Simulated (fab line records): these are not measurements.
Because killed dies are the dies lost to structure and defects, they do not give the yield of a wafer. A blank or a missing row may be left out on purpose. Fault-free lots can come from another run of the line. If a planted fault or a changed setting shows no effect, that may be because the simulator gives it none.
Which of the tools did it? || flow sky130 || 42 wafers from 14 lots sampled at 2 of the route's 708 steps

WHAT THE GAUGES SHOWED, per wafer
SKY_VIA1_THK_MEAS_23: measures by xrf.
{"lot": "L347", "measured": "day 34 08:30", "on": "filmMetro-01", "VIA1_W_THK (nm)": "269 268 266"}
{"lot": "L348", "measured": "day 34 18:13", "on": "filmMetro-01", "VIA1_W_THK (nm)": "258 275 262"}
{"lot": "L349", "measured": "day 34 22:40", "on": "filmMetro-01", "VIA1_W_THK (nm)": "269 266 264"}
{"lot": "L350", "measured": "day 35 13:33", "on": "filmMetro-01", "VIA1_W_THK (nm)": "273 264 276"}
{"lot": "L352", "measured": "day 36 09:43", "on": "filmMetro-04", "VIA1_W_THK (nm)": "267 267 267"}
{"lot": "L353", "measured": "day 36 09:57", "on": "filmMetro-01", "VIA1_W_THK (nm)": "272 264 263"}
{"lot": "L351", "measured": "day 36 10:18", "on": "filmMetro-04", "VIA1_W_THK (nm)": "263 268 266"}
{"lot": "L354", "measured": "day 36 12:43", "on": "filmMetro-04", "VIA1_W_THK (nm)": "264 263 277"}
{"lot": "L360", "measured": "day 38 12:46", "on": "filmMetro-03", "VIA1_W_THK (nm)": "262 262 264"}
{"lot": "L362", "measured": "day 39 03:52", "on": "filmMetro-01", "VIA1_W_THK (nm)": "268 266 271"}
{"lot": "L363", "measured": "day 39 10:03", "on": "filmMetro-01", "VIA1_W_THK (nm)": "273 280 264"}
{"lot": "L366", "measured": "day 40 07:07", "on": "filmMetro-03", "VIA1_W_THK (nm)": "273 274 268"}
{"lot": "L369", "measured": "day 40 23:28", "on": "filmMetro-03", "VIA1_W_THK (nm)": "267 264 262"}
{"lot": "L370", "measured": "day 41 18:21", "on": "filmMetro-03", "VIA1_W_THK (nm)": "265 269 266"}

WHAT TOOL EACH LOT RAN ON (gives the tool, then ch and the chambers of the sampled wafers, and finally the start)
{"lot": "L347", "SKY_METAL1_SPUTTER_04": "pvdSputter-02, day 31 21:42"}
{"lot": "L348", "SKY_METAL1_SPUTTER_04": "pvdSputter-03, day 32 09:25"}
{"lot": "L349", "SKY_METAL1_SPUTTER_04": "pvdSputter-02, day 32 13:26"}
{"lot": "L350", "SKY_METAL1_SPUTTER_04": "pvdSputter-03, day 33 05:22"}
{"lot": "L352", "SKY_METAL1_SPUTTER_04": "pvdSputter-02, day 34 00:55"}
{"lot": "L353", "SKY_METAL1_SPUTTER_04": "pvdSputter-03, day 34 01:06"}
{"lot": "L351", "SKY_METAL1_SPUTTER_04": "pvdSputter-02, day 34 02:08"}
{"lot": "L354", "SKY_METAL1_SPUTTER_04": "pvdSputter-02, day 34 04:27"}
{"lot": "L360", "SKY_METAL1_SPUTTER_04": "pvdSputter-01, day 36 05:52"}
{"lot": "L362", "SKY_METAL1_SPUTTER_04": "pvdSputter-02, day 36 20:23"}
{"lot": "L363", "SKY_METAL1_SPUTTER_04": "pvdSputter-03, day 37 04:07"}
{"lot": "L366", "SKY_METAL1_SPUTTER_04": "pvdSputter-02, day 38 01:38"}
{"lot": "L369", "SKY_METAL1_SPUTTER_04": "pvdSputter-01, day 38 18:53"}
{"lot": "L370", "SKY_METAL1_SPUTTER_04": "pvdSputter-02, day 39 15:01"}
- SKY_METAL1_SPUTTER_04: material TiN, target thk 70 nm, time 58.3 s.

WHAT THE TOOLS THEMSELVES READ (means of the sampled wafers that have a number; where no wafer has one, the mark that the record gives instead)
SKY_METAL1_SPUTTER_04.
{"lot": "L347", "tool": "pvdSputter-02", "cathodeDcPowerW (W)": 6500.3, "throttleValvePct (%)": 30.5}
{"lot": "L348", "tool": "pvdSputter-03", "cathodeDcPowerW (W)": 6500.3, "throttleValvePct (%)": 30.0}
{"lot": "L349", "tool": "pvdSputter-02", "cathodeDcPowerW (W)": 6499.8, "throttleValvePct (%)": 29.0}
{"lot": "L350", "tool": "pvdSputter-03", "cathodeDcPowerW (W)": 6500.7, "throttleValvePct (%)": 30.1}
{"lot": "L352", "tool": "pvdSputter-02", "cathodeDcPowerW (W)": 6499.4, "throttleValvePct (%)": 28.7}
{"lot": "L353", "tool": "pvdSputter-03", "cathodeDcPowerW (W)": 6499.7, "throttleValvePct (%)": 29.6}
{"lot": "L351", "tool": "pvdSputter-02", "cathodeDcPowerW (W)": 6499.7, "throttleValvePct (%)": 30.0}
{"lot": "L354", "tool": "pvdSputter-02", "cathodeDcPowerW (W)": 6499.6, "throttleValvePct (%)": 30.2}
{"lot": "L360", "tool": "pvdSputter-01", "cathodeDcPowerW (W)": 6500.3, "throttleValvePct (%)": 29.9}
{"lot": "L362", "tool": "pvdSputter-02", "cathodeDcPowerW (W)": 6499.9, "throttleValvePct (%)": 28.1}
{"lot": "L363", "tool": "pvdSputter-03", "cathodeDcPowerW (W)": 6500.8, "throttleValvePct (%)": 30.6}
{"lot": "L366", "tool": "pvdSputter-02", "cathodeDcPowerW (W)": 6500.5, "throttleValvePct (%)": 30.9}
{"lot": "L369", "tool": "pvdSputter-01", "cathodeDcPowerW (W)": 6500.3, "throttleValvePct (%)": 29.6}
{"lot": "L370", "tool": "pvdSputter-02", "cathodeDcPowerW (W)": 6500.2, "throttleValvePct (%)": 28.4}

THE ANSWER, worked out from the rows above alone
Rule: the lots themselves supply what counts as usual. The widest of any qualifying gaps counts: lots, ordered by their means at a reading, are off when they make up no more than a third of the lots, leave a main group of 4 or more, and stand apart from it by 3 or more times the standard deviation of that group's means. A main group whose means are all the same, to the digits that the tables above print for the reading, isn't used. A lot without any number at a reading at which 4 lots or more have one is off too. The other lots that the step has rows for count as sound. The gauges are gone through in route order, then the tools' own readings, and for those a lot's mean is taken as printed above. At the first step where some lot is off, the reading lying furthest off is the one used; lots without a number count as furthest.
Across all readings shown, no lot is off: no conclusion can be drawn from this.

WHAT THE SIMULATOR HAD PUT IN
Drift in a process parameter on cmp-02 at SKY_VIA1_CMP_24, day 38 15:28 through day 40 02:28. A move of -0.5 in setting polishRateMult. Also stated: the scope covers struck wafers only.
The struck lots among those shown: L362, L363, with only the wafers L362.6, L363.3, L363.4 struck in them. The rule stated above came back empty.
